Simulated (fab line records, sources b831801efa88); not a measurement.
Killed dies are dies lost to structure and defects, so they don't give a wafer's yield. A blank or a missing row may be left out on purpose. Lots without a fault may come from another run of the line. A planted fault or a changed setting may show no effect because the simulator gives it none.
Tool commonality check | flow sky130 | 11 lots, 36 wafers sampled

WHY IT WAS OPENED
At SKY_VT_ADJUST_HVTP_TW_MEAS_11 the reading VT_ADJUST_HVTP_TW is flagged on 1 of 11 lots. Wafers without a fault read 1355, standard deviation 11.
Rule: a lot is flagged when every wafer of it that has a number lies more than 4 standard deviations from that mean, or none has a number. The other lots count as sound.

lot  | measured     | on            | VT_ADJUST_HVTP_TW, wafer by wafer | flag
L167 | day 6 00:46  | film_metro-04 | 1360 1365 1364                    |
L169 | day 6 13:51  | film_metro-01 | 1335 1340 1343                    |
L170 | day 6 22:07  | film_metro-03 | 1368 1368 1364                    |
L171 | day 7 05:58  | film_metro-03 | 1357 1343 1360                    |
L176 | day 8 20:59  | film_metro-04 | 1365 1367 1372                    |
L180 | day 9 12:40  | film_metro-01 | 1333 1331 1342                    |
L181 | day 9 18:32  | film_metro-03 | 1357 1356 1369                    |
L184 | day 10 11:14 | film_metro-03 | 1355 1353 1348                    |
L185 | day 10 19:58 | film_metro-03 | 1363 1361 1359                    |
L187 | day 11 07:01 | film_metro-03 | 30 30 30 30 30 30                 | FLAGGED
L186 | day 11 13:13 | film_metro-04 | 1359 1362 1360                    |
The numbers of the flagged lots are 30 on average: -1325 against the usual, or -99 or more standard deviations.

WHICH TOOL RAN EACH LOT
The record holds 1 process step before the reading, out of a route of 708 steps. In each cell: the tool, then ch and the chambers that the sampled wafers went through, then the start.
lot  | flag    | SKY_VT_ADJUST_HVTP_EXPOSE_04
L167 |         | iline_stepper-02 ch 0, day 5 15:25
L169 |         | iline_stepper-02 ch 0, day 6 04:48
L170 |         | iline_stepper-02 ch 0, day 6 12:52
L171 |         | iline_stepper-01 ch 0, day 6 19:02
L176 |         | iline_stepper-01 ch 0, day 8 10:08
L180 |         | iline_stepper-01 ch 0, day 9 02:40
L181 |         | iline_stepper-01 ch 0, day 9 07:27
L184 |         | iline_stepper-01 ch 0, day 10 00:10
L185 |         | iline_stepper-01 ch 0, day 10 08:58
L187 | FLAGGED | iline_stepper-01 ch 0, day 10 19:38
L186 |         | iline_stepper-02 ch 0, day 11 01:53
What these steps do:
- SKY_VT_ADJUST_HVTP_EXPOSE_04: exposes mask HVTPM, target cd 380 nm.
- SKY_VT_ADJUST_HVTP_TW_MEAS_11

FLAGGED OVER TOTAL, TOOL BY TOOL (the gauges that took the reading come last)
step                          | tool             | lots run | flagged | share of the flagged lots | sound lots run after its first flagged lot
SKY_VT_ADJUST_HVTP_EXPOSE_04  | iline_stepper-01 | 7        | 1       | all                       | 0
SKY_VT_ADJUST_HVTP_EXPOSE_04  | iline_stepper-02 | 4        | 0       | none                      | -
SKY_VT_ADJUST_HVTP_TW_MEAS_11 | film_metro-01    | 2        | 0       | none                      | -
SKY_VT_ADJUST_HVTP_TW_MEAS_11 | film_metro-03    | 6        | 1       | all                       | 0
SKY_VT_ADJUST_HVTP_TW_MEAS_11 | film_metro-04    | 3        | 0       | none                      | -

WHAT THE TABLE ALLOWS
2 rows of the table ran every flagged lot: iline_stepper-01 at SKY_VT_ADJUST_HVTP_EXPOSE_04, film_metro-03 at SKY_VT_ADJUST_HVTP_TW_MEAS_11.
- iline_stepper-01 at SKY_VT_ADJUST_HVTP_EXPOSE_04: 1 of its 7 lots flagged. Its last sound lot is L185 (day 10 08:58), its first flagged lot L187 (day 10 19:38): a fault that began between those two fits.
- film_metro-03 at SKY_VT_ADJUST_HVTP_TW_MEAS_11: 1 of its 6 lots flagged. Its last sound lot is L185 (day 10 19:58), its first flagged lot L187 (day 11 07:01): a fault that began between those two fits.
Counting lots can't tell these 2 tools apart, because each fits a fault that began at some hour. More lots, or a look at what each step does to the wafer, might.

WHAT THE SIMULATOR HAD PUT IN
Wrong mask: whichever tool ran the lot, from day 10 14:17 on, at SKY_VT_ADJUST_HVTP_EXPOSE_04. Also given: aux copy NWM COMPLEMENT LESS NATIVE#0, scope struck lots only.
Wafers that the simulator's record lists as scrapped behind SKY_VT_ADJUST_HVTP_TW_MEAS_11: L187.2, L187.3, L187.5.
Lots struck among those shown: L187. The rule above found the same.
